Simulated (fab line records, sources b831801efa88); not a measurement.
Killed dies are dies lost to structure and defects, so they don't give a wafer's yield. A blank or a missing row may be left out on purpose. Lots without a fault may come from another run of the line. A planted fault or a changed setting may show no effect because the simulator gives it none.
Problem report in the 8D (eight disciplines) form, filled by code | flow sky130 | the parts of the form that need people (team, actions taken, sign-off) are left out

1. THE PROBLEM
METAL5_ALCU_RS at SKY_METAL5_RS_MEAS_05 reads a mean of 0.0186 ohm/sq on 2 wafers of 2 lots; wafers without a fault read 0.0270 ohm/sq with a standard deviation of 0.00034. That is -25 standard deviations from the usual mean.
The step: measures by four-point-probe.
First seen on wafer L414.2, day 46 17:28, on film_metro-01. The record holds 37 wafers of 13 lots with a number at this step. Rule for "out", or "out of limits": more than 4 standard deviations from the usual mean. The other wafers with a number count as sound.

2. WHAT IT IS AND WHAT IT IS NOT
question                    | is                | is not
which readings at this step | METAL5_ALCU_RS    | -
which lots                  | L413, L414        | L400, L401, L402, L404, L405, L406, L417, L419, L420, L422, L423
which wafers of those lots  | L413.1, L414.2    | L413.5, L414.4
read on which gauges        | film_metro-01     | film_metro-03, film_metro-04
when                        | from day 46 17:28 | up to then (19 sound wafers); but 16 sound wafers of L413, L417, L419, L420, L422, L423 came after

3. SUSPECTS, AND WHAT RULES EACH OUT
Counting: a tool at a process step up to the reading stays a suspect if it ran every lot that is out. Sound lots after the first of them don't rule it out here, since some wafers of a struck lot are sound.
- the gauge at SKY_METAL5_RS_MEAS_05: ruled out. All the wafers that are out were read on film_metro-01, but those of them that SKY_METAL5_METAL_ETCH_15 has rows for are out there too, on other tools.
- pvd_sputter-02 at SKY_METAL5_SPUTTER_02 (material AlCu, target thk 1150 nm, time 61.2 s): kept. It ran every lot that is out, first L414 (day 46 17:19); its last sound lot up to then is L405 (day 44 02:26).
Left after counting: pvd_sputter-02 at SKY_METAL5_SPUTTER_02.

4. THE CAUSE (what the simulator had put in)
Process parameter drift: pvd_sputter-02, from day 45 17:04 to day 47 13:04, at SKY_METAL5_SPUTTER_02. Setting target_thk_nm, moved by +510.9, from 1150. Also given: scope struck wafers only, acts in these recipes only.
Counting left only this tool.

5. THE CHAIN OF EFFECTS, in route order
Each row: a reading whose mean over the struck wafers that have a number lies more than 3 standard deviations from the usual. Only readings for which the record gives a usual standard deviation are gone through. hours: the time from each lot's start at the first step in this table that gives one to its start at this step, as a median over the lots. sigmas: the change in usual standard deviations.
hours | step                     | reading              | usual         | on struck wafers | change  | sigmas
0     | SKY_METAL5_RS_MEAS_05    | METAL5_ALCU_RS       | 0.0270 ohm/sq | 0.0186           | -0.0084 | -25
0     | SKY_METAL5_THK_MEAS_06   | METAL5_ALCU_THK      | 1166 nm       | 1682             | +516    | +29
20    | SKY_METAL5_METAL_ETCH_15 | oes_product_au       | 0.893 a.u.    | 1.003            | +0.110  | +23
60    | SKY_PAD_OPEN_PROBE_99    | defect_limited_yield | 82.2 %        | 0.0              | -82.2   | -43
60    | SKY_PAD_OPEN_PROBE_99    | killed_at_M4_up      | 3.1           | 401.5            | +398.4  | +99 or more
60    | SKY_PAD_OPEN_PROBE_99    | killed_dies          | 88            | 492              | +404    | +43
60    | SKY_PAD_OPEN_PROBE_99    | killed_on_rim        | 17            | 96               | +79     | +18
60    | SKY_PAD_OPEN_PROBE_99    | sort_bin_5_function  | 10.5 %        | 91.2             | +80.7   | +54
60    | SKY_PAD_OPEN_PROBE_99    | sort_n_pass          | 404           | 0                | -404    | -43
60    | SKY_PAD_OPEN_PROBE_99    | sort_yield_pct       | 82.2 %        | 0.0              | -82.2   | -43
The process steps in it:
- SKY_METAL5_METAL_ETCH_15: etches the open film in Cl2/BCl3, stops on SiO2, target depth 1260 nm, time 252 s.
- SKY_PAD_OPEN_PROBE_99

6. WHAT WOULD HAVE CAUGHT IT SOONER
In this record the first reading out of limits at a measuring or inspecting step was taken at day 46 17:28, 24 hours after the fault began at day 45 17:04.
Of the tool readings at SKY_METAL5_SPUTTER_02 for which the record gives a usual standard deviation, none was out on any struck wafer, so an alarm limit of 4 standard deviations on them would not have fired.
Of the lots that are out (2), L413 began SKY_METAL5_SPUTTER_02 on pvd_sputter-02 after day 46 17:28. A hold on the tool at that time would have spared it.
